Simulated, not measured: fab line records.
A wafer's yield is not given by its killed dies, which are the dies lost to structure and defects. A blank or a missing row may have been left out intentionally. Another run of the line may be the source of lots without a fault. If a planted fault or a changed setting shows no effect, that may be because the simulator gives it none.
Split-lot trial ; flow sfq-line ; route with 325 steps; 5 lots, 23 wafers read

ON THE SPLIT
At SFQ_TRILAYER_I4_VIA_BARC_OPEN_VIA_ETCH_146 (etches BARC in O2, target depth 125 nm, time 41.7 s), the setting source-w was moved away from the recipe's 500 W on 8 of the 23 wafers read, by -9.8% to +7.5%. The other wafers ran this setting at the recipe's value.

The split's own step is where the reading is taken.

THE READING
KrF_of_TRILAYER_I4_VIA_LITHO_COAT_103.thk-nm (the simulator's own value, which no gauge read), in nm, at SFQ_TRILAYER_I4_VIA_BARC_OPEN_VIA_ETCH_146 (etches BARC in O2, target depth 125 nm, time 41.7 s). The file does not state a usual value for it. Average 571.3 nm, standard deviation 1.6 nm, over the 15 wafers here run with the recipe.

wafer;tool, chamber at the split;source-w as run, W;against the recipe;KrF_of_TRILAYER_I4_VIA_LITHO_COAT_103.thk-nm, nm;against lot-mates on the recipe
L075.1;rie-diel-01, 0;500;recipe;569.7;-
L075.3;rie-diel-01, 3,1;500;recipe;570.8;-
L075.4;rie-diel-01, 3,1;500;recipe;570.8;-
L075.5;rie-diel-01, 3;500;recipe;569.8;-
L075.6;rie-diel-01, 0;500;recipe;569.4;-
L076.1;rie-diel-01, 0;520.6;+4.1%;570.1;-1.6
L076.2;rie-diel-01, 3;520.6;+4.1%;569;-2.7
L076.3;rie-diel-01, 2;500;recipe;571.9;-
L076.5;rie-diel-01, 1;520.6;+4.1%;569.2;-2.5
L076.6;rie-diel-01, 0;500;recipe;571.5;-
L077.1;rie-diel-01, 2;500;recipe;573.5;-
L077.2;rie-diel-01, 1;500;recipe;572.2;-
L077.3;rie-diel-01, 3;500;recipe;570.9;-
L077.4;rie-diel-01, 0;537.4;+7.5%;566.5;-5.7
L077.6;rie-diel-01, 3;537.4;+7.5%;568.8;-3.4
L080.1;rie-diel-01, 2;451;-9.8%;577.2;+3.0
L080.2;rie-diel-01, 0;500;recipe;574.3;-
L080.3;rie-diel-01, 3;500;recipe;574.1;-
L080.5;rie-diel-01, 3;451;-9.8%;579.7;+5.5
L080.6;rie-diel-01, 2;451;-9.8%;576.9;+2.7
L082.3;rie-diel-04, 3;500;recipe;570.5;-
L082.5;rie-diel-04, 1;500;recipe;570.4;-
L082.6;rie-diel-04, 0;500;recipe;569.3;-
When a row names more than one chamber, that row covers several wafers, and the file does not tell which wafer ran in which chamber.

FIT RESULTS
A straight line over all 23 wafers: KrF_of_TRILAYER_I4_VIA_LITHO_COAT_103.thk-nm changes by -0.604 nm for each +1% of source-w; r = -0.88; the points scatter about the line by 1.5 nm.
The same after taking each lot's own level away (the mean of its wafers on the recipe; 23 wafers): -0.458 nm for each +1%; r = -0.92; scatter 0.91 nm.
On that fit, the largest move of source-w shifts the reading by 4.5 nm.
From 570.07 to 574.20 nm: that is the span of the lots' own levels, equal to 2.6 times the standard deviation above.
In other words, the slope is changed by the lot-to-lot level; the two fits disagree.
Check: with one of the wafers moved furthest among these (-9.8%) left out of the fit, the line predicts +4.66 nm for it against its lot-mates. Against them it came out at +3 nm.

OTHER SPLITS ON THESE WAFERS
Note: prior to the reading, these wafers also went through further splits. Each is held against what the fit with the lots' levels taken away leaves over:
other split on the same wafers;wafers away from the commonest value;r with KrF_of_TRILAYER_I4_VIA_LITHO_COAT_103.thk-nm (lot level and that fit taken away)
SFQ_TRILAYER_I1_VIA_LITHO_EXPOSE_050 dose-mj;8;-0.03
SFQ_TRILAYER_M2_DEP_SPUTTER_055 time-s;8;-0.29
SFQ_TRILAYER_M2_LITHO_EXPOSE_058 dose-mj;8;+0.18
SFQ_TRILAYER_M3_LITHO_COAT_075 resist-thk-nm;5;+0.41
SFQ_TRILAYER_M3_BARC_OPEN_METAL_ETCH_100 bias-w;6;+0.22
SFQ_TRILAYER_I3_VIA_LITHO_COAT_085 resist-thk-nm;7;+0.12
SFQ_TRILAYER_I3_VIA_BARC_OPEN_VIA_ETCH_121 source-w;9;+0.15
SFQ_TRILAYER_I3_VIA_ETCH_VIA_ETCH_088 bias-w;9;-0.22
SFQ_TRILAYER_M4_LITHO_COAT_098 resist-thk-nm;8;-0.05
SFQ_TRILAYER_I4_VIA_LITHO_COAT_108 spin-rpm;5;-0.21

THE FILE'S OWN FIT
KrF_of_TRILAYER_I4_VIA_LITHO_COAT_103.thk-nm changes by -0.474 nm for each +1% of source-w, r = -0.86.
